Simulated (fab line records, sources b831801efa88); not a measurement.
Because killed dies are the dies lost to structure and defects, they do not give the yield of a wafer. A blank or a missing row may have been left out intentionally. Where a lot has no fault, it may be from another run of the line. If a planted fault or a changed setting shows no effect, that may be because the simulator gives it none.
Comparing a struck lot with a sound one | flow sky130 | 14 out of 708 route steps
Sound: the wafers L579.1, L579.4, L579.6. The struck wafers were L587.2, L587.3, L587.5. The cause is named last.
For every step that has rows: the tool of each side, followed by ch and its chambers, followed by its first start. Under that, the readings that differ: sound wafers | struck wafers | difference of the means | sigmas: that difference in standard deviations of wafers without a fault.
alike: a reading whose means differ by less than 2 such deviations, as well as words and numbers matching on both sides. not compared: withheld readings; readings where some wafer has no value; bounds like >300 that might hide an equal value; numbers whose values overlap and for which the record gives no deviation.
Wherever a step has rows on one side only, a row that says differs or no value, or a row with sigmas, the two part there. When numbers do not overlap yet have no deviation, they are printed without sigmas and do not part them. Lack of a reading on every wafer of one side parts them only where that side has two or more wafers.

first, 3 steps without rows for these wafers: SKY_METAL1_CLEAN_22 (cleans in IPA, time 180 s); SKY_METAL1_CLEAN_23 (cleans in O3/DIW); SKY_VIA1_HDPCVD_00 (deposits SiO2, target thk 1030 nm, time 171.7 s).
SKY_VIA1_THK_MEAS_01:
  struck on film_metro-04, day 37 01:59; sound on film_metro-03, day 34 14:32
  alike: VIA1_HDPCVD_THK
SKY_VIA1_CMP_02: polishes SiO2.
  sound on cmp-02 ch 1,2, day 34 14:35; struck on cmp-01 ch 0,2,3, day 37 02:08
  alike: motor_current_A
SKY_VIA1_BOW_MEAS_03:
  struck on film_metro-02, day 37 02:22; sound on film_metro-04, day 34 14:53
  alike: VIA1_BOW
then, 6 steps without rows for these wafers: SKY_VIA1_DEHYDRATE_04 (time 60 s); SKY_VIA1_HMDS_05 (prime time 60 s); SKY_VIA1_COAT_06 (resist thk 60 nm); SKY_VIA1_COAT_07 (resist thk 450 nm); SKY_VIA1_SOFTBAKE_08 (time 90 s); SKY_VIA1_EXPOSE_09 (exposes mask VIM, target cd 150 nm).
SKY_VIA1_PEB_10:
  sound on litho_track-04 ch 0, day 35 17:00; struck on litho_track-04, day 38 03:00
  reading         | sound          | struck | difference                    | sigmas
  exhaust_pa (Pa) | 45.6 45.3 45.6 | - - -  | no value on the struck wafers |
  not compared: chill_plate_temp_C
then, 1 step without rows for these wafers: SKY_VIA1_DEVELOP_11 (develop time 60 s).

## WHERE THEY PART
At SKY_VIA1_PEB_10 and nowhere else, as far as this record goes.

WHY: the cause the simulator had injected
Beginning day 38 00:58, the whole step at SKY_VIA1_PEB_10 was skipped on litho_track-04. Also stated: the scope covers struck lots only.
